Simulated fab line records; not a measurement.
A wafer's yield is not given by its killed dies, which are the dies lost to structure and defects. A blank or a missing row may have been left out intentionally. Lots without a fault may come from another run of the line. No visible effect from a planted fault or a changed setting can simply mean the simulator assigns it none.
A struck lot beside a sound one    flow sfq_line    14 out of 325 route steps
Sound: these wafers, L104.3, L104.5, L104.6. Wafers L102.1, L102.2, L102.5 were the ones struck. The cause comes at the end.
For every step that has rows: the tool of each side, followed by ch and its chambers, followed by its first start. Under that, the readings that differ: sound wafers    struck wafers    difference of the means    sigmas: that difference in standard deviations of wafers without a fault.
alike: readings whose means differ by less than 2 such deviations, and words and numbers that are the same on both sides. not compared: withheld readings, readings that some wafer has no value for, bounds like >300 that may hide the same value, and numbers for which the record gives no deviation and whose values overlap.
Wherever a step has rows on one side only, a row that says differs or no value, or a row with sigmas, the two part there. When numbers do not overlap yet have no deviation, they are printed without sigmas and do not part them. A reading that every wafer of one side lacks parts them only if that side has two wafers or more.

SFQ_M2_OVL_MEAS_916:
  sound on overlay-02 at day 38 11:50; struck on overlay-02 at day 37 23:50
  alike: M2_OVL
SFQ_TRILAYER_M2_BARC_OPEN_METAL_ETCH_077: etches BARC in O2, target depth 125 nm, time 41.7 s.
  sound on rie_metal-03 ch 0,1, day 38 11:53; struck on rie_metal-03 ch 0,1, day 37 23:52
  alike: drypump_motor_current_A, he_backside_leak_sccm, oes_product_au
  not compared: rf_hours_counter_h
SFQ_TRILAYER_M2_ETCH_METAL_ETCH_060: etches Nb in Cl2/Ar, stops on SiO2, target depth 240 nm, time 120 s.
  sound on rie_metal-03 ch 0,1, day 38 11:58; struck on rie_metal-03 ch 0,1, day 37 23:55
  alike: drypump_motor_current_A, he_backside_leak_sccm, oes_product_au
  not compared: rf_hours_counter_h
then, 2 steps without rows for these wafers: SFQ_TRILAYER_M2_STRIP_STRIP_061 (strips in O2); SFQ_TRILAYER_M2_STRIP_SOLV_CLEAN_062 (cleans in NMP, time 600 s).
SFQ_TRILAYER_I2_DEP_PECVD_063: deposits SiO2 from SiH4/N2O, time 111.11 s, target thk 500 nm.
  sound on pecvd-03 ch 0,1,2, day 38 12:49; struck on pecvd-02 ch 1,2, day 38 00:49
  alike: heater_power_w, throttle_valve_pct
SFQ_TRILAYER_I2_CMP_CMP_064: polishes SiO2.
  sound on cmp-02 ch 1,2,3, day 39 01:36; struck on cmp-02 ch 1,3, day 38 16:06
  alike: motor_current_A, slurry_flow_ml_min, time_to_endpoint_s
SFQ_I2_BOW_MEAS_917:
  sound on film_metro-04 at day 39 03:38; struck on film_metro-01 at day 38 18:36
  alike: I2_BOW
SFQ_TRILAYER_I2_METRO_MEASURE_065:
  sound on film_metro-04 at day 39 04:07; struck on film_metro-01 at day 38 18:43
  alike: thk_nm
then, 3 steps without rows for these wafers: SFQ_TRILAYER_I2_VIA_LITHO_COAT_072 (resist thk 62 nm); SFQ_TRILAYER_I2_VIA_LITHO_COAT_067 (resist thk 650 nm); SFQ_TRILAYER_I2_VIA_LITHO_SOFTBAKE_071.
-- the record jumps here: 5 days lie between the struck wafers' starts before and after --
SFQ_TRILAYER_I2_VIA_LITHO_EXPOSE_068: exposes mask I2, target cd 500 nm.
  sound on krf_scanner-02 ch 0, day 44 13:39; struck on krf_scanner-02, day 44 02:27
  no value came back on the struck wafers for exposure_dose_mJ_cm2, focus_offset_nm (nm); on the sound wafers exposure_dose_mJ_cm2 reads 21.312 21.313 21.281
  alike: mask
then, 1 step without rows for these wafers: SFQ_TRILAYER_I2_VIA_LITHO_PEB_070 (peb time 60 s).

== WHERE THEY PART ==
SFQ_TRILAYER_I2_VIA_LITHO_EXPOSE_068 only, going by this record.

WHY: what had been put in by the simulator
Whole step skipped at SFQ_TRILAYER_I2_VIA_LITHO_EXPOSE_068 on krf_scanner-02, starting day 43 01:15. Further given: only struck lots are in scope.
